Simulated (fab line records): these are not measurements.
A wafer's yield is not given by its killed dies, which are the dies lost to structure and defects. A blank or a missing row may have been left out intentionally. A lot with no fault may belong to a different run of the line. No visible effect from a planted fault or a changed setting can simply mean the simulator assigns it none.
Which of the tools did it? ; flow gf180mcu ; 39 wafers from 13 lots sampled at 4 of the route's 602 steps

WHAT THE GAUGES READ, wafer by wafer
GF_NSD_TW_MEAS_12.
lot;measured;on;NSD_TW
L315;day 13 10:20;film metro-01;4309 4295 4298
L316;day 13 14:23;film metro-02;4271 4271 4279
L317;day 13 19:22;film metro-03;4276 4270 4267
L319;day 14 12:35;film metro-02;4319 4321 4318
L322;day 15 16:31;film metro-03;4291 4273 4284
L323;day 16 00:23;film metro-02;4300 4287 4305
L324;day 16 13:08;film metro-01;4216 4217 4241
L326;day 16 20:01;film metro-02;4288 4306 4321
L330;day 18 15:47;film metro-01;4238 4251 4229
L332;day 19 14:38;film metro-02;4245 4250 4252
L334;day 20 14:27;film metro-02;4207 4216 4227
L335;day 20 15:04;film metro-02;4241 4209 4226
L337;day 21 09:31;film metro-02;4260 4245 4218

GF_SAB_THK_MEAS_01.
lot;measured;on;SAB_CVD_00_THK (nm)
L315;day 14 07:28;film metro-04;48.4 50.5 49.9
L316;day 14 10:59;film metro-04;49.2 49.4 49.9
L317;day 14 16:55;film metro-03;49.8 49.4 50.2
L319;day 15 10:47;film metro-04;51.0 48.8 51.1
L322;day 16 15:26;film metro-03;49.8 50.1 63.5
L323;day 16 23:20;film metro-04;50.4 49.0 50.8
L324;day 17 12:34;film metro-02;49.8 48.2 49.3
L326;day 17 19:36;film metro-02;50.3 63.9 63.3
L330;day 19 16:41;film metro-02;49.0 50.6 50.4
L332;day 20 15:40;film metro-02;49.1 49.9 50.4
L334;day 21 15:22;film metro-02;50.1 50.0 50.4
L335;day 21 16:10;film metro-02;49.2 49.0 48.8
L337;day 22 09:49;film metro-04;49.5 49.6 50.1

WHICH TOOL RAN EACH LOT (tool, then ch and the chambers of the sampled wafers, then the start)
lot;GF_HV_LDD_STRIP_49;GF_SAB_CVD_00
L315;plasma asher-04 ch 0,1, day 12 10:49;pecvd-04 ch 0,1,2, day 14 07:26
L316;plasma asher-02 ch 0,1, day 12 14:58;pecvd-01 ch 0,2, day 14 10:57
L317;plasma asher-02 ch 0,1, day 12 19:44;pecvd-01 ch 0,1,2, day 14 16:54
L319;plasma asher-01 ch 0,1, day 13 12:38;pecvd-04 ch 0,1,2, day 15 10:45
L322;plasma asher-01 ch 0,1, day 14 15:58;pecvd-01 ch 0,1,2, day 16 15:25
L323;plasma asher-01 ch 0,1, day 14 23:11;pecvd-03 ch 0,1, day 16 23:19
L324;plasma asher-04 ch 0,1, day 15 10:37;pecvd-03 ch 0,2, day 17 12:34
L326;plasma asher-04 ch 0,1, day 15 18:19;pecvd-01 ch 0,1,2, day 17 19:34
L330;plasma asher-01 ch 0,1, day 17 12:50;pecvd-03 ch 0,1,2, day 19 16:39
L332;plasma asher-04 ch 0,1, day 18 11:10;pecvd-03 ch 0,2, day 20 15:39
L334;plasma asher-02 ch 0,1, day 19 10:26;pecvd-01 ch 1,2, day 21 15:21
L335;plasma asher-04 ch 0,1, day 19 11:13;pecvd-01 ch 0,1,2, day 21 16:09
L337;plasma asher-01 ch 0,1, day 20 06:02;pecvd-01 ch 0,2, day 22 09:48
- GF_HV_LDD_STRIP_49: strips in O2/N2.
- GF_SAB_CVD_00: deposits SiO2 from TEOS, target thk 50 nm, time 4.9302 s.

WHAT THE TOOLS THEMSELVES READ (means of the sampled wafers that have a number; where no wafer has one, the mark that the record gives instead)
GF_HV_LDD_STRIP_49.
lot;tool;drypump motor current A (A);heater power w (W);oes product au (a.u.);strip time to endpoint s (s)
L315;plasma asher-04;6.3;341;0.716;12.62
L316;plasma asher-02;5.3;360;0.714;12.60
L317;plasma asher-02;5.3;365;0.716;12.64
L319;plasma asher-01;6.5;348;0.720;12.64
L322;plasma asher-01;6.5;352;0.717;12.65
L323;plasma asher-01;6.4;346;0.712;12.61
L324;plasma asher-04;6.3;342;0.719;12.63
L326;plasma asher-04;6.3;329;0.713;12.66
L330;plasma asher-01;6.4;345;0.718;12.70
L332;plasma asher-04;6.3;326;0.715;12.64
L334;plasma asher-02;5.3;366;0.712;12.68
L335;plasma asher-04;6.3;329;0.716;12.63
L337;plasma asher-01;6.4;342;0.714;12.61

GF_SAB_CVD_00.
lot;tool;heater power w (W)
L315;pecvd-04;729
L316;pecvd-01;674
L317;pecvd-01;733
L319;pecvd-04;749
L322;pecvd-01;772
L323;pecvd-03;810
L324;pecvd-03;692
L326;pecvd-01;702
L330;pecvd-03;710
L332;pecvd-03;588
L334;pecvd-01;717
L335;pecvd-01;716
L337;pecvd-01;729

THE ANSWER, worked out from the rows above alone
Rule: the usual values come from the lots themselves. Put in order of their means at a reading, lots are off if they are a third of the lots or fewer, leave a main group of 4 or more, and stand apart from it by a gap of 3 or more times the standard deviation of the main group's means; of several such gaps the widest counts. Not used: any main group whose means are identical at the precision the tables above print for the reading. Also off: a lot with no number at a reading for which 4 or more lots have one. All remaining lots with rows at the step are treated as sound. After the gauges, taken in route order, come the tools' own readings; for these a lot's mean is taken, as printed above. At the first step where some lot is off, the reading lying furthest off is the one used; lots without a number count as furthest.
Off: L322, L326, seen at GF_SAB_THK_MEAS_01 (SAB_CVD_00_THK). The main group has a mean of 49.7 nm with a standard deviation of 0.39.
If a tool, at a process step before that reading, ran all the lots that are off and no sound lot after the first of them, it fits. Gauges at GF_SAB_THK_MEAS_01: tried the same way as those tools. Not one of the candidates tried fits.

WHAT HAD BEEN PUT IN BY THE SIMULATOR
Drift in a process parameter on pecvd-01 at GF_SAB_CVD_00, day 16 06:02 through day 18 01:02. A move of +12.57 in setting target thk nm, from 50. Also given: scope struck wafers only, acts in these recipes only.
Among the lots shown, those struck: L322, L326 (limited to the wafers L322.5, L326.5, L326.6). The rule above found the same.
